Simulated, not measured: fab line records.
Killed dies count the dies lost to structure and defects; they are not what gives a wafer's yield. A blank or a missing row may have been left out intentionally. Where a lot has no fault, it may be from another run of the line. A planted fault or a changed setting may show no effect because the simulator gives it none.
Chamber matching    flow gf180mcu    4 sister chambers for GF_V1_ETCH_16 on rieDiel-03
The step etches BARC in N2/H2. 8 wafers are shown with their chamber, then 11 later ones without.

WAFERS WITH THEIR CHAMBER
wafer   chamber  drypumpMotorCurrentA (A)  oesProductAu (a.u.)
L083.6  1        6.1                       0.847
L085.4  1        6.0                       0.862
L089.2  2        6.4                       0.861
L089.5  2        6.3                       0.860
L091.3  3        5.1                       0.852
L091.4  0        5.1                       0.859
L091.6  3        5.1                       0.854
L092.2  0        5.0                       0.860

WAFERS WHOSE CHAMBER IS MISSING
wafer   drypumpMotorCurrentA (A)  oesProductAu (a.u.)
L092.3  5.0                       0.846
L092.4  6.1                       0.850
L094.2  5.1                       0.846
L094.5  6.4                       0.865
L094.6  6.1                       0.851
L095.2  5.1                       0.857
L095.5  5.0                       0.858
L095.6  5.1                       0.856
L097.1  5.1                       0.852
L097.2  6.1                       0.859
L097.5  5.1                       0.846

WHICH CHAMBER EACH WENT THROUGH
wafer   from the rows above      in truth
L092.3  can't be placed: 3 or 0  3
L092.4  1                        1
L094.2  can't be placed: 3 or 0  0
L094.5  2                        2
L094.6  1                        1
L095.2  can't be placed: 3 or 0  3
L095.5  can't be placed: 0 or 3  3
L095.6  can't be placed: 3 or 0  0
L097.1  can't be placed: 3 or 0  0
L097.2  1                        1
L097.5  can't be placed: 3 or 0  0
Correctly placed: 4 of 11. These rows do not allow placing 7 (true chamber among the candidates in 7). 0 placed wrongly.
How it was worked out, from the rows above alone: a wafer's distance from a chamber is the root of the sum, over the readings, of the square of ((its reading less the chamber's mean) divided by the reading's scatter). The wafer belongs to the nearest chamber; if the next one is less than 2 further off, it can't be placed. The mean given for a chamber averages the wafers shown for that chamber. The scatter: take each reading less its chamber's mean, square it, sum over the shown wafers, divide by the number of wafers less the number of chambers, and take the root.
